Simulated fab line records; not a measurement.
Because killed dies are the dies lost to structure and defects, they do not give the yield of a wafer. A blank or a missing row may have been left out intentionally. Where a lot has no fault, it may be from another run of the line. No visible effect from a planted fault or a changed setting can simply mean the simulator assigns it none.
Problem report, 8D (eight disciplines) form, completed by code	flow sky130	the parts of the form that need people (team, actions taken, sign-off) are left out

== 1. WHAT IS WRONG ==
At SKY_VT_ADJUST_HVTP_IMPLANT_09, beam energy keV averages 163.70 over 6 wafers from 2 lots, while fault-free wafers read 149.99, standard deviation 0.051. That is +99 or more standard deviations from the usual mean.
The first sign was on wafer L709.4 at day 8 16:49, on implanter-04. The record holds 18 wafers of 6 lots with a number at this step. By rule, "out" or "out of limits" means more than 4 standard deviations away from the usual mean. The rest of the wafers with a number are treated as sound.

== 2. WHAT IT IS, WHAT IT ISN'T ==
question	is	is not
which readings at this step	beam energy keV	-
which lots	L709, L710	L701, L702, L713, L721
which wafers of those lots	all that have a number	-
read on which tools	implanter-04	implanter-01, implanter-02
when	from day 8 16:49	up to then (6 sound wafers); but 6 sound wafers of L713, L721 came after

== 3. THE SUSPECTS, EACH WITH WHAT RULES IT OUT ==
Counting: a tool at any process step up to the reading remains a suspect when it ran all the lots that are out and ran no sound lot after the first of those.
- implanter-04 at SKY_VT_ADJUST_HVTP_IMPLANT_09: kept. All lots that are out passed through it, beginning with L709 at day 8 16:49, and no sound lot followed; its final sound lot before that point was L701 at day 6 13:47. On those wafers its own readings are out: beam energy keV.
The count leaves implanter-04 at SKY_VT_ADJUST_HVTP_IMPLANT_09.

== 4. THE CAUSE (what the simulator had put in) ==
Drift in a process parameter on implanter-04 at SKY_VT_ADJUST_HVTP_IMPLANT_09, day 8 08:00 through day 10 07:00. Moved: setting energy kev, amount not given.
Counting left only this tool.

== 5. THE EFFECT CHAIN, in route order ==
One row per reading whose mean, taken over the struck wafers that have a number, lies over 3 standard deviations from the usual. Only readings whose record carries a usual standard deviation are examined. hours: median over the lots of the time between each lot's start at the first step of this table that gives one and its start at this step. sigmas: the change, counted in usual standard deviations.
hours	step	reading	usual	on struck wafers	change	sigmas
0	SKY_VT_ADJUST_HVTP_IMPLANT_09	beam energy keV	149.99	163.70	+13.71	+99 or more
It contains these process steps:
- SKY_VT_ADJUST_HVTP_IMPLANT_09

== 6. HOW IT WOULD HAVE BEEN CAUGHT EARLIER ==
The fault began at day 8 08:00; the first out-of-limits reading in this record came at day 8 16:49, 9 hours later.
